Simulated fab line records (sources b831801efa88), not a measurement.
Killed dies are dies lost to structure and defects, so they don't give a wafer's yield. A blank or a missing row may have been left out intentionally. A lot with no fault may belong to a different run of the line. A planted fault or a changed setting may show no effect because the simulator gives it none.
What tool caused it? / flow gf180mcu / 18 wafers from 6 lots sampled at 2 of the route's 602 steps

## WHAT EACH GAUGE READ, for each wafer
GF_STI_THK_MEAS_04.
lot=L518; measured=day 1 18:44; on=filmMetro-02; STI_CVD_03_THK (nm)=208.7 210.8 210.9
lot=L520; measured=day 2 04:34; on=filmMetro-04; STI_CVD_03_THK (nm)=207.3 206.0 207.2
lot=L522; measured=day 2 15:55; on=filmMetro-02; STI_CVD_03_THK (nm)=208.2 210.0 208.7
lot=L524; measured=day 3 00:35; on=filmMetro-02; STI_CVD_03_THK (nm)=207.5 207.3 206.4
lot=L526; measured=day 3 11:23; on=filmMetro-01; STI_CVD_03_THK (nm)=207.8 208.9 206.4
lot=L533; measured=day 4 21:34; on=filmMetro-04; STI_CVD_03_THK (nm)=216.8 217.3 218.1

## WHAT TOOL EACH LOT RAN ON (gives the tool, then ch and the chambers of the sampled wafers, and finally the start)
lot=L518; GF_STI_CVD_03=lpcvd-01 ch 0, day 1 16:44
lot=L520; GF_STI_CVD_03=lpcvd-02 ch 0, day 2 02:35
lot=L522; GF_STI_CVD_03=lpcvd-02 ch 1, day 2 12:55
lot=L524; GF_STI_CVD_03=lpcvd-02 ch 1, day 2 22:34
lot=L526; GF_STI_CVD_03=lpcvd-01 ch 0, day 3 09:24
lot=L533; GF_STI_CVD_03=lpcvd-02 ch 0, day 4 19:34
- GF_STI_CVD_03: deposits Si3N4 from DCS/NH3, target thk 207.16 nm, time 3551 s.

## THE ANSWER, worked out from the rows above alone
Rule: the usual values come from the lots themselves. Put in order of their means at a reading, lots are off if they are a third of the lots or fewer, leave a main group of 4 or more, and stand apart from it by a gap of 3 or more times the standard deviation of the main group's means; of several such gaps the widest counts. A main group is skipped when, at the precision printed for the reading in the tables above, its means are all equal. Also off: a lot with no number at a reading for which 4 or more lots have one. All remaining lots with rows at the step are treated as sound.
Off: L533, seen at GF_STI_THK_MEAS_04 (STI_CVD_03_THK). For the main group the mean is 208.1 nm and the standard deviation 1.2.
If a tool, at a process step before that reading, ran all the lots that are off and no sound lot after the first of them, it fits. Those tools and the gauges at GF_STI_THK_MEAS_04 are tried in the same way. This does not decide it: 2 tools fit, namely lpcvd-02 at GF_STI_CVD_03 and filmMetro-04 at GF_STI_THK_MEAS_04.

## WHAT HAD BEEN PUT IN BY THE SIMULATOR
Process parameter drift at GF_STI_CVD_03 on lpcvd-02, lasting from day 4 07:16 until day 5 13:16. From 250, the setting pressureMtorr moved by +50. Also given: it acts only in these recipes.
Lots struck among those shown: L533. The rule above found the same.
